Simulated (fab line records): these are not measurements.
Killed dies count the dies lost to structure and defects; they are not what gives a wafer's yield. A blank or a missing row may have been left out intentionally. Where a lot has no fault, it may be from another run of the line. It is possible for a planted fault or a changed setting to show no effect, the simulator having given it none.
Which tool is to blame? :: flow sky130 :: 72 wafers from 24 lots sampled at 6 of the route's 708 steps

== WHAT THE GAUGES SHOWED, per wafer ==
Not one reading of a measure or inspect step in the record can be checked against a usual standard deviation.

== TOOL THAT RAN EACH LOT (tool first, then ch and the chambers of the sampled wafers, then the start) ==
lot: L074
SKY_METAL2_STRIP_20: plasma asher-04 ch 0,1, day 35 06:17
SKY_VIA3_CMP_02: cmp-02 ch 1,2, day 38 18:31
SKY_VIA3_SPUTTER_20: pvd sputter-03, day 39 20:52
SKY_METAL4_SPUTTER_03: pvd sputter-04, day 39 21:37
SKY_VIA4_ETCH_12: rie diel-03 ch 0,1,3, day 42 23:13
SKY_VIA4_CVD_18: cvd w-01 ch 0,1, day 42 23:56

lot: L075
SKY_METAL2_STRIP_20: plasma asher-04 ch 0,1, day 35 10:14
SKY_VIA3_CMP_02: cmp-01 ch 1,2,3, day 38 20:52
SKY_VIA3_SPUTTER_20: pvd sputter-01, day 39 22:53
SKY_METAL4_SPUTTER_03: pvd sputter-02, day 39 23:38
SKY_VIA4_ETCH_12: rie diel-01 ch 0,1,3, day 43 00:17
SKY_VIA4_CVD_18: cvd w-02 ch 0,1, day 43 01:00

lot: L076
SKY_METAL2_STRIP_20: plasma asher-02 ch 0,1, day 35 19:56
SKY_VIA3_CMP_02: cmp-02 ch 0,1, day 39 06:26
SKY_VIA3_SPUTTER_20: pvd sputter-02, day 40 08:08
SKY_METAL4_SPUTTER_03: pvd sputter-02, day 40 08:53
SKY_VIA4_ETCH_12: rie diel-01 ch 1,3, day 43 09:31
SKY_VIA4_CVD_18: cvd w-01 ch 1, day 43 10:14

lot: L077
SKY_METAL2_STRIP_20: plasma asher-01 ch 0,1, day 36 06:29
SKY_VIA3_CMP_02: cmp-01 ch 0,1, day 39 16:33
SKY_VIA3_SPUTTER_20: pvd sputter-01, day 40 18:27
SKY_METAL4_SPUTTER_03: pvd sputter-04, day 40 19:12
SKY_VIA4_ETCH_12: rie diel-03 ch 0,2,3, day 43 20:28
SKY_VIA4_CVD_18: cvd w-01 ch 1, day 43 21:14

lot: L078
SKY_METAL2_STRIP_20: plasma asher-01 ch 0,1, day 36 14:47
SKY_VIA3_CMP_02: cmp-01 ch 1,2,3, day 40 00:53
SKY_VIA3_SPUTTER_20: pvd sputter-02, day 41 02:24
SKY_METAL4_SPUTTER_03: pvd sputter-04, day 41 03:53
SKY_VIA4_ETCH_12: rie diel-01 ch 0,2,3, day 44 04:46
SKY_VIA4_CVD_18: cvd w-02 ch 0,1, day 44 06:07

lot: L079
SKY_METAL2_STRIP_20: plasma asher-04 ch 1, day 36 18:56
SKY_VIA3_CMP_02: cmp-01 ch 2,3, day 40 04:26
SKY_VIA3_SPUTTER_20: pvd sputter-01, day 41 05:59
SKY_METAL4_SPUTTER_03: pvd sputter-03, day 41 07:11
SKY_VIA4_ETCH_12: rie diel-03 ch 1,3, day 44 08:17
SKY_VIA4_CVD_18: cvd w-01 ch 1, day 44 09:18

lot: L080
SKY_METAL2_STRIP_20: plasma asher-01 ch 1, day 37 11:53
SKY_VIA3_CMP_02: cmp-01 ch 0,1, day 40 20:08
SKY_VIA3_SPUTTER_20: pvd sputter-01, day 41 21:53
SKY_METAL4_SPUTTER_03: pvd sputter-04, day 41 22:38
SKY_VIA4_ETCH_12: rie diel-01 ch 2,3, day 44 21:16
SKY_VIA4_CVD_18: cvd w-01 ch 0, day 44 22:01

lot: L081
SKY_METAL2_STRIP_20: plasma asher-02 ch 0,1, day 37 17:02
SKY_VIA3_CMP_02: cmp-01 ch 0,1,2, day 41 00:35
SKY_VIA3_SPUTTER_20: pvd sputter-01, day 42 07:16
SKY_METAL4_SPUTTER_03: pvd sputter-04, day 42 08:01
SKY_VIA4_ETCH_12: rie diel-03 ch 0,1,2, day 45 06:29
SKY_VIA4_CVD_18: cvd w-01 ch 0,1, day 45 07:15

lot: L082
SKY_METAL2_STRIP_20: plasma asher-02 ch 0,1, day 37 21:05
SKY_VIA3_CMP_02: cmp-01 ch 0,1,2, day 41 06:39
SKY_VIA3_SPUTTER_20: pvd sputter-02, day 42 07:17
SKY_METAL4_SPUTTER_03: pvd sputter-02, day 42 08:02
SKY_VIA4_ETCH_12: rie diel-04 ch 0,1, day 45 06:31
SKY_VIA4_CVD_18: cvd w-02 ch 0,1, day 45 07:16

lot: L083
SKY_METAL2_STRIP_20: plasma asher-02 ch 0,1, day 38 00:20
SKY_VIA3_CMP_02: cmp-01 ch 0,1,2, day 41 07:24
SKY_VIA3_SPUTTER_20: pvd sputter-02, day 42 09:22
SKY_METAL4_SPUTTER_03: pvd sputter-04, day 42 10:07
SKY_VIA4_ETCH_12: rie diel-03 ch 1,2, day 45 08:16
SKY_VIA4_CVD_18: cvd w-02 ch 0,1, day 45 09:02

lot: L084
SKY_METAL2_STRIP_20: plasma asher-01 ch 0,1, day 38 17:38
SKY_VIA3_CMP_02: cmp-01 ch 1,2,3, day 42 01:05
SKY_VIA3_SPUTTER_20: pvd sputter-03, day 43 00:35
SKY_METAL4_SPUTTER_03: pvd sputter-03, day 43 01:20
SKY_VIA4_ETCH_12: rie diel-01 ch 3, day 45 22:43
SKY_VIA4_CVD_18: cvd w-01 ch 0,1, day 45 23:31

lot: L085
SKY_METAL2_STRIP_20: plasma asher-01 ch 0,1, day 39 07:28
SKY_VIA3_CMP_02: cmp-01 ch 1,2, day 42 12:35
SKY_VIA3_SPUTTER_20: pvd sputter-02, day 43 12:41
SKY_METAL4_SPUTTER_03: pvd sputter-02, day 43 13:34
SKY_VIA4_ETCH_12: rie diel-03 ch 0,2, day 46 09:23
SKY_VIA4_CVD_18: cvd w-02 ch 0,1, day 46 10:09

lot: L086
SKY_METAL2_STRIP_20: plasma asher-02 ch 0,1, day 39 11:55
SKY_VIA3_CMP_02: cmp-02 ch 1,2, day 42 16:05
SKY_VIA3_SPUTTER_20: pvd sputter-01, day 43 16:35
SKY_METAL4_SPUTTER_03: pvd sputter-02, day 43 17:20
SKY_VIA4_ETCH_12: rie diel-01 ch 0,3, day 46 11:34
SKY_VIA4_CVD_18: cvd w-01 ch 0,1, day 46 12:22

lot: L087
SKY_METAL2_STRIP_20: plasma asher-01 ch 0,1, day 39 13:35
SKY_VIA3_CMP_02: cmp-02 ch 0,2, day 42 17:37
SKY_VIA3_SPUTTER_20: pvd sputter-02, day 43 17:53
SKY_METAL4_SPUTTER_03: pvd sputter-04, day 43 18:38
SKY_VIA4_ETCH_12: rie diel-04 ch 2,3, day 46 12:46
SKY_VIA4_CVD_18: cvd w-01 ch 0,1, day 46 13:29

lot: L089
SKY_METAL2_STRIP_20: plasma asher-01 ch 0,1, day 40 16:44
SKY_VIA3_CMP_02: cmp-02 ch 0,1,3, day 43 18:28
SKY_VIA3_SPUTTER_20: pvd sputter-01, day 44 18:25
SKY_METAL4_SPUTTER_03: pvd sputter-04, day 44 19:10
SKY_VIA4_ETCH_12: rie diel-04 ch 0,3, day 47 11:01
SKY_VIA4_CVD_18: cvd w-02 ch 0,1, day 47 11:44

lot: L091
SKY_METAL2_STRIP_20: plasma asher-02 ch 0,1, day 40 17:26
SKY_VIA3_CMP_02: cmp-02 ch 0,1,3, day 43 21:11
SKY_VIA3_SPUTTER_20: pvd sputter-01, day 44 20:35
SKY_METAL4_SPUTTER_03: pvd sputter-04, day 44 21:20
SKY_VIA4_ETCH_12: rie diel-04 ch 1,2,3, day 47 14:16
SKY_VIA4_CVD_18: cvd w-02 ch 0,1, day 47 14:59

lot: L090
SKY_METAL2_STRIP_20: plasma asher-02 ch 0,1, day 40 18:37
SKY_VIA3_CMP_02: cmp-01 ch 1,2, day 43 23:08
SKY_VIA3_SPUTTER_20: pvd sputter-01, day 44 23:12
SKY_METAL4_SPUTTER_03: pvd sputter-02, day 44 23:57
SKY_VIA4_ETCH_12: rie diel-04 ch 1,2,3, day 47 15:11
SKY_VIA4_CVD_18: cvd w-01 ch 0,1, day 47 15:58

lot: L088
SKY_METAL2_STRIP_20: plasma asher-02 ch 0,1, day 40 20:31
SKY_VIA3_CMP_02: cmp-02 ch 0,1,2, day 43 23:47
SKY_VIA3_SPUTTER_20: pvd sputter-03, day 44 23:10
SKY_METAL4_SPUTTER_03: pvd sputter-04, day 44 23:55
SKY_VIA4_ETCH_12: rie diel-03 ch 0,3, day 47 14:53
SKY_VIA4_CVD_18: cvd w-02 ch 0,1, day 47 15:36

lot: L092
SKY_METAL2_STRIP_20: plasma asher-02 ch 0,1, day 41 01:59
SKY_VIA3_CMP_02: cmp-02 ch 0,1,2, day 44 05:41
SKY_VIA3_SPUTTER_20: pvd sputter-01, day 45 05:17
SKY_METAL4_SPUTTER_03: pvd sputter-04, day 45 06:02
SKY_VIA4_ETCH_12: rie diel-01 ch 1,2,3, day 47 22:11
SKY_VIA4_CVD_18: cvd w-02 ch 0,1, day 47 22:56

lot: L093
SKY_METAL2_STRIP_20: plasma asher-01 ch 1, day 41 02:59
SKY_VIA3_CMP_02: cmp-01 ch 0,2,3, day 44 05:50
SKY_VIA3_SPUTTER_20: pvd sputter-03, day 45 05:32
SKY_METAL4_SPUTTER_03: pvd sputter-04, day 45 06:29
SKY_VIA4_ETCH_12: rie diel-03 ch 0,1,2, day 47 22:29
SKY_VIA4_CVD_18: cvd w-02 ch 0,1, day 47 23:12

lot: L094
SKY_METAL2_STRIP_20: plasma asher-04 ch 0,1, day 41 08:34
SKY_VIA3_CMP_02: cmp-01 ch 0,3, day 44 11:19
SKY_VIA3_SPUTTER_20: pvd sputter-01, day 45 10:17
SKY_METAL4_SPUTTER_03: pvd sputter-02, day 45 11:02
SKY_VIA4_ETCH_12: rie diel-04 ch 2,3, day 48 02:40
SKY_VIA4_CVD_18: cvd w-01 ch 0,1, day 48 03:26

lot: L095
SKY_METAL2_STRIP_20: plasma asher-01 ch 0,1, day 41 12:43
SKY_VIA3_CMP_02: cmp-02 ch 0,1, day 44 14:19
SKY_VIA3_SPUTTER_20: pvd sputter-02, day 45 13:08
SKY_METAL4_SPUTTER_03: pvd sputter-03, day 45 13:53
SKY_VIA4_ETCH_12: rie diel-01 ch 2,3, day 48 05:34
SKY_VIA4_CVD_18: cvd w-01 ch 0,1, day 48 06:20

lot: L096
SKY_METAL2_STRIP_20: plasma asher-02 ch 0,1, day 42 04:02
SKY_VIA3_CMP_02: cmp-02 ch 0,1,2, day 45 05:02
SKY_VIA3_SPUTTER_20: pvd sputter-01, day 46 03:05
SKY_METAL4_SPUTTER_03: pvd sputter-03, day 46 03:50
SKY_VIA4_ETCH_12: rie diel-03 ch 0,2,3, day 48 16:01
SKY_VIA4_CVD_18: cvd w-02 ch 0,1, day 48 16:44

lot: L097
SKY_METAL2_STRIP_20: plasma asher-02 ch 0,1, day 42 05:47
SKY_VIA3_CMP_02: cmp-01 ch 0,1, day 45 06:58
SKY_VIA3_SPUTTER_20: pvd sputter-01, day 46 05:14
SKY_METAL4_SPUTTER_03: pvd sputter-03, day 46 06:46
SKY_VIA4_ETCH_12: rie diel-03 ch 1,2, day 48 20:43
SKY_VIA4_CVD_18: cvd w-02 ch 0,1, day 48 21:26
- SKY_METAL2_STRIP_20: strips in O2/N2.
- SKY_VIA3_CMP_02: polishes SiO2.
- SKY_VIA3_SPUTTER_20: material TiN, target thk 20 nm, time 80 s.
- SKY_METAL4_SPUTTER_03: material Ti, target thk 5 nm, time 3.3 s.
- SKY_VIA4_ETCH_12: etches SiO2 in C4F8/O2/Ar, stops on TiN, target depth 580 nm.
- SKY_VIA4_CVD_18: deposits W, target thk 505 nm, time 152.14 s.

== WHAT THE TOOLS THEMSELVES READ (means of the sampled wafers that have a number; where no wafer has one, the mark that the record gives instead) ==
SKY_METAL2_STRIP_20.
lot: L074
tool: plasma asher-04
drypump motor current A (A): 6.0
oes product au (a.u.): 0.347
strip time to endpoint s (s): 2.77

lot: L075
tool: plasma asher-04
drypump motor current A (A): 6.0
oes product au (a.u.): 0.339
strip time to endpoint s (s): 2.67

lot: L076
tool: plasma asher-02
drypump motor current A (A): 5.2
oes product au (a.u.): 0.345
strip time to endpoint s (s): 2.66

lot: L077
tool: plasma asher-01
drypump motor current A (A): 5.9
oes product au (a.u.): 0.345
strip time to endpoint s (s): 2.72

lot: L078
tool: plasma asher-01
drypump motor current A (A): 5.9
oes product au (a.u.): 0.350
strip time to endpoint s (s): 2.76

lot: L079
tool: plasma asher-04
drypump motor current A (A): 5.5
oes product au (a.u.): 0.346
strip time to endpoint s (s): 2.80

lot: L080
tool: plasma asher-01
drypump motor current A (A): 6.2
oes product au (a.u.): 0.344
strip time to endpoint s (s): 2.74

lot: L081
tool: plasma asher-02
drypump motor current A (A): 5.1
oes product au (a.u.): 0.343
strip time to endpoint s (s): 2.75

lot: L082
tool: plasma asher-02
drypump motor current A (A): 5.1
oes product au (a.u.): 0.342
strip time to endpoint s (s): 2.75

lot: L083
tool: plasma asher-02
drypump motor current A (A): 5.2
oes product au (a.u.): 0.343
strip time to endpoint s (s): 2.68

lot: L084
tool: plasma asher-01
drypump motor current A (A): 5.9
oes product au (a.u.): 0.342
strip time to endpoint s (s): 2.80

lot: L085
tool: plasma asher-01
drypump motor current A (A): 5.9
oes product au (a.u.): 0.343
strip time to endpoint s (s): 2.71

lot: L086
tool: plasma asher-02
drypump motor current A (A): 5.2
oes product au (a.u.): 0.341
strip time to endpoint s (s): 2.62

lot: L087
tool: plasma asher-01
drypump motor current A (A): 5.7
oes product au (a.u.): 0.345
strip time to endpoint s (s): 2.68

lot: L089
tool: plasma asher-01
drypump motor current A (A): 5.9
oes product au (a.u.): 0.340
strip time to endpoint s (s): 2.69

lot: L091
tool: plasma asher-02
drypump motor current A (A): 5.2
oes product au (a.u.): 0.341
strip time to endpoint s (s): 2.65

lot: L090
tool: plasma asher-02
drypump motor current A (A): 5.2
oes product au (a.u.): 0.345
strip time to endpoint s (s): 2.74

lot: L088
tool: plasma asher-02
drypump motor current A (A): 5.2
oes product au (a.u.): 0.345
strip time to endpoint s (s): 2.74

lot: L092
tool: plasma asher-02
drypump motor current A (A): 5.2
oes product au (a.u.): 0.346
strip time to endpoint s (s): 2.79

lot: L093
tool: plasma asher-01
drypump motor current A (A): 6.2
oes product au (a.u.): 0.338
strip time to endpoint s (s): 2.68

lot: L094
tool: plasma asher-04
drypump motor current A (A): 5.7
oes product au (a.u.): 0.344
strip time to endpoint s (s): 2.75

lot: L095
tool: plasma asher-01
drypump motor current A (A): 5.9
oes product au (a.u.): 0.343
strip time to endpoint s (s): 2.72

lot: L096
tool: plasma asher-02
drypump motor current A (A): 5.2
oes product au (a.u.): 0.343
strip time to endpoint s (s): 2.77

lot: L097
tool: plasma asher-02
drypump motor current A (A): 5.2
oes product au (a.u.): 0.340
strip time to endpoint s (s): 2.63

SKY_VIA3_CMP_02.
lot: L074
tool: cmp-02
motor current A (A): 12.1
slurry filter dp kPa (kPa): 13.51

lot: L075
tool: cmp-01
motor current A (A): 11.0
slurry filter dp kPa (kPa): 13.44

lot: L076
tool: cmp-02
motor current A (A): 11.3
slurry filter dp kPa (kPa): 13.41

lot: L077
tool: cmp-01
motor current A (A): 11.5
slurry filter dp kPa (kPa): 13.66

lot: L078
tool: cmp-01
motor current A (A): 11.0
slurry filter dp kPa (kPa): 13.54

lot: L079
tool: cmp-01
motor current A (A): 9.7
slurry filter dp kPa (kPa): 13.50

lot: L080
tool: cmp-01
motor current A (A): 11.6
slurry filter dp kPa (kPa): 13.46

lot: L081
tool: cmp-01
motor current A (A): 11.2
slurry filter dp kPa (kPa): 13.50

lot: L082
tool: cmp-01
motor current A (A): 10.8
slurry filter dp kPa (kPa): 13.55

lot: L083
tool: cmp-01
motor current A (A): 11.3
slurry filter dp kPa (kPa): 13.54

lot: L084
tool: cmp-01
motor current A (A): 11.0
slurry filter dp kPa (kPa): 13.44

lot: L085
tool: cmp-01
motor current A (A): 11.6
slurry filter dp kPa (kPa): 13.41

lot: L086
tool: cmp-02
motor current A (A): 12.3
slurry filter dp kPa (kPa): 13.39

lot: L087
tool: cmp-02
motor current A (A): 11.3
slurry filter dp kPa (kPa): 13.25

lot: L089
tool: cmp-02
motor current A (A): 11.4
slurry filter dp kPa (kPa): 13.44

lot: L091
tool: cmp-02
motor current A (A): 11.4
slurry filter dp kPa (kPa): 13.55

lot: L090
tool: cmp-01
motor current A (A): 12.4
slurry filter dp kPa (kPa): 13.50

lot: L088
tool: cmp-02
motor current A (A): 12.0
slurry filter dp kPa (kPa): 13.54

lot: L092
tool: cmp-02
motor current A (A): 11.6
slurry filter dp kPa (kPa): 13.44

lot: L093
tool: cmp-01
motor current A (A): 10.3
slurry filter dp kPa (kPa): 13.60

lot: L094
tool: cmp-01
motor current A (A): 9.7
slurry filter dp kPa (kPa): 13.40

lot: L095
tool: cmp-02
motor current A (A): 11.4
slurry filter dp kPa (kPa): 13.61

lot: L096
tool: cmp-02
motor current A (A): 11.6
slurry filter dp kPa (kPa): 13.50

lot: L097
tool: cmp-01
motor current A (A): 11.0
slurry filter dp kPa (kPa): 13.47

SKY_VIA3_SPUTTER_20.
lot: L074
tool: pvd sputter-03
throttle valve pct (%): 31.4

lot: L075
tool: pvd sputter-01
throttle valve pct (%): 31.2

lot: L076
tool: pvd sputter-02
throttle valve pct (%): 30.1

lot: L077
tool: pvd sputter-01
throttle valve pct (%): 31.2

lot: L078
tool: pvd sputter-02
throttle valve pct (%): 30.2

lot: L079
tool: pvd sputter-01
throttle valve pct (%): 30.2

lot: L080
tool: pvd sputter-01
throttle valve pct (%): 31.6

lot: L081
tool: pvd sputter-01
throttle valve pct (%): 30.5

lot: L082
tool: pvd sputter-02
throttle valve pct (%): 29.7

lot: L083
tool: pvd sputter-02
throttle valve pct (%): 29.6

lot: L084
tool: pvd sputter-03
throttle valve pct (%): 31.6

lot: L085
tool: pvd sputter-02
throttle valve pct (%): 30.2

lot: L086
tool: pvd sputter-01
throttle valve pct (%): 31.1

lot: L087
tool: pvd sputter-02
throttle valve pct (%): 30.0

lot: L089
tool: pvd sputter-01
throttle valve pct (%): 30.4

lot: L091
tool: pvd sputter-01
throttle valve pct (%): 31.8

lot: L090
tool: pvd sputter-01
throttle valve pct (%): 31.6

lot: L088
tool: pvd sputter-03
throttle valve pct (%): 31.2

lot: L092
tool: pvd sputter-01
throttle valve pct (%): 30.3

lot: L093
tool: pvd sputter-03
throttle valve pct (%): 30.5

lot: L094
tool: pvd sputter-01
throttle valve pct (%): 31.7

lot: L095
tool: pvd sputter-02
throttle valve pct (%): 30.1

lot: L096
tool: pvd sputter-01
throttle valve pct (%): 30.9

lot: L097
tool: pvd sputter-01
throttle valve pct (%): 30.9

SKY_METAL4_SPUTTER_03.
lot: L074
tool: pvd sputter-04
throttle valve pct (%): 31.2

lot: L075
tool: pvd sputter-02
throttle valve pct (%): 29.9

lot: L076
tool: pvd sputter-02
throttle valve pct (%): 30.0

lot: L077
tool: pvd sputter-04
throttle valve pct (%): 30.3

lot: L078
tool: pvd sputter-04
throttle valve pct (%): 31.0

lot: L079
tool: pvd sputter-03
throttle valve pct (%): 31.9

lot: L080
tool: pvd sputter-04
throttle valve pct (%): 30.3

lot: L081
tool: pvd sputter-04
throttle valve pct (%): 30.9

lot: L082
tool: pvd sputter-02
throttle valve pct (%): 30.4

lot: L083
tool: pvd sputter-04
throttle valve pct (%): 30.9

lot: L084
tool: pvd sputter-03
throttle valve pct (%): 31.7

lot: L085
tool: pvd sputter-02
throttle valve pct (%): 29.9

lot: L086
tool: pvd sputter-02
throttle valve pct (%): 30.6

lot: L087
tool: pvd sputter-04
throttle valve pct (%): 31.7

lot: L089
tool: pvd sputter-04
throttle valve pct (%): 31.8

lot: L091
tool: pvd sputter-04
throttle valve pct (%): 31.6

lot: L090
tool: pvd sputter-02
throttle valve pct (%): 29.4

lot: L088
tool: pvd sputter-04
throttle valve pct (%): 30.9

lot: L092
tool: pvd sputter-04
throttle valve pct (%): 31.7

lot: L093
tool: pvd sputter-04
throttle valve pct (%): 31.7

lot: L094
tool: pvd sputter-02
throttle valve pct (%): 29.5

lot: L095
tool: pvd sputter-03
throttle valve pct (%): 31.2

lot: L096
tool: pvd sputter-03
throttle valve pct (%): 30.8

lot: L097
tool: pvd sputter-03
throttle valve pct (%): 31.0

SKY_VIA4_ETCH_12.
lot: L074
tool: rie diel-03
bias w (W): 1201
oes product au (a.u.): 0.924

lot: L075
tool: rie diel-01
bias w (W): 1201
oes product au (a.u.): 0.929

lot: L076
tool: rie diel-01
bias w (W): 1200
oes product au (a.u.): 0.927

lot: L077
tool: rie diel-03
bias w (W): 1198
oes product au (a.u.): 0.927

lot: L078
tool: rie diel-01
bias w (W): 1199
oes product au (a.u.): 0.923

lot: L079
tool: rie diel-03
bias w (W): 1195
oes product au (a.u.): 0.926

lot: L080
tool: rie diel-01
bias w (W): 1195
oes product au (a.u.): 0.926

lot: L081
tool: rie diel-03
bias w (W): 1200
oes product au (a.u.): 0.926

lot: L082
tool: rie diel-04
bias w (W): 1201
oes product au (a.u.): 0.922

lot: L083
tool: rie diel-03
bias w (W): 1198
oes product au (a.u.): 0.923

lot: L084
tool: rie diel-01
bias w (W): 1201
oes product au (a.u.): 0.927

lot: L085
tool: rie diel-03
bias w (W): 1200
oes product au (a.u.): 0.929

lot: L086
tool: rie diel-01
bias w (W): 1202
oes product au (a.u.): 0.929

lot: L087
tool: rie diel-04
bias w (W): 1204
oes product au (a.u.): 0.926

lot: L089
tool: rie diel-04
bias w (W): 1198
oes product au (a.u.): 0.919

lot: L091
tool: rie diel-04
bias w (W): 1198
oes product au (a.u.): 0.926

lot: L090
tool: rie diel-04
bias w (W): 1201
oes product au (a.u.): 0.925

lot: L088
tool: rie diel-03
bias w (W): 1197
oes product au (a.u.): 0.922

lot: L092
tool: rie diel-01
bias w (W): 1196
oes product au (a.u.): 0.925

lot: L093
tool: rie diel-03
bias w (W): 1203
oes product au (a.u.): 0.922

lot: L094
tool: rie diel-04
bias w (W): 1199
oes product au (a.u.): 0.924

lot: L095
tool: rie diel-01
bias w (W): 1200
oes product au (a.u.): 0.922

lot: L096
tool: rie diel-03
bias w (W): 1203
oes product au (a.u.): 0.929

lot: L097
tool: rie diel-03
bias w (W): 1198
oes product au (a.u.): 0.927

SKY_VIA4_CVD_18.
lot: L074
tool: cvd w-01
heater power w (W): 771
susceptor temp C (C): 399.93

lot: L075
tool: cvd w-02
heater power w (W): 816
susceptor temp C (C): 399.76

lot: L076
tool: cvd w-01
heater power w (W): 727
susceptor temp C (C): 399.97

lot: L077
tool: cvd w-01
heater power w (W): 725
susceptor temp C (C): 400.12

lot: L078
tool: cvd w-02
heater power w (W): 797
susceptor temp C (C): 400.06

lot: L079
tool: cvd w-01
heater power w (W): 731
susceptor temp C (C): 399.84

lot: L080
tool: cvd w-01
heater power w (W): 843
susceptor temp C (C): 400.02

lot: L081
tool: cvd w-01
heater power w (W): 804
susceptor temp C (C): 399.93

lot: L082
tool: cvd w-02
heater power w (W): 808
susceptor temp C (C): 400.00

lot: L083
tool: cvd w-02
heater power w (W): 934
susceptor temp C (C): 399.89

lot: L084
tool: cvd w-01
heater power w (W): 802
susceptor temp C (C): 400.20

lot: L085
tool: cvd w-02
heater power w (W): 818
susceptor temp C (C): 400.02

lot: L086
tool: cvd w-01
heater power w (W): 814
susceptor temp C (C): 399.99

lot: L087
tool: cvd w-01
heater power w (W): 815
susceptor temp C (C): 400.13

lot: L089
tool: cvd w-02
heater power w (W): 807
susceptor temp C (C): 400.09

lot: L091
tool: cvd w-02
heater power w (W): 809
susceptor temp C (C): 399.98

lot: L090
tool: cvd w-01
heater power w (W): 808
susceptor temp C (C): 400.00

lot: L088
tool: cvd w-02
heater power w (W): 804
susceptor temp C (C): 400.06

lot: L092
tool: cvd w-02
heater power w (W): 816
susceptor temp C (C): 399.88

lot: L093
tool: cvd w-02
heater power w (W): 934
susceptor temp C (C): 399.79

lot: L094
tool: cvd w-01
heater power w (W): 763
susceptor temp C (C): 400.00

lot: L095
tool: cvd w-01
heater power w (W): 775
susceptor temp C (C): 400.06

lot: L096
tool: cvd w-02
heater power w (W): 811
susceptor temp C (C): 399.80

lot: L097
tool: cvd w-02
heater power w (W): 945
susceptor temp C (C): 400.19

== THE ANSWER, worked out from the rows above alone ==
Rule: what is usual is taken from the lots themselves. Put in order of their means at a reading, lots are off if they are a third of the lots or fewer, leave a main group of 4 or more, and stand apart from it by a gap of 3 or more times the standard deviation of the main group's means; of several such gaps the widest counts. If all means in a main group match to the digits the tables above print for the reading, that group is not used. A lot without any number at a reading at which 4 lots or more have one is off too. Where the step has rows for the other lots, those lots are counted as sound. Order of review: gauges by route order, followed by the tools' own readings, for which a lot's mean as printed above is used. The first step at which some lot is off is used, and at that step the reading that is off furthest; a lot without a number counts as furthest.
No lot is off on any of the readings shown, so nothing can be concluded from this.

== WHAT HAD BEEN PUT IN BY THE SIMULATOR ==
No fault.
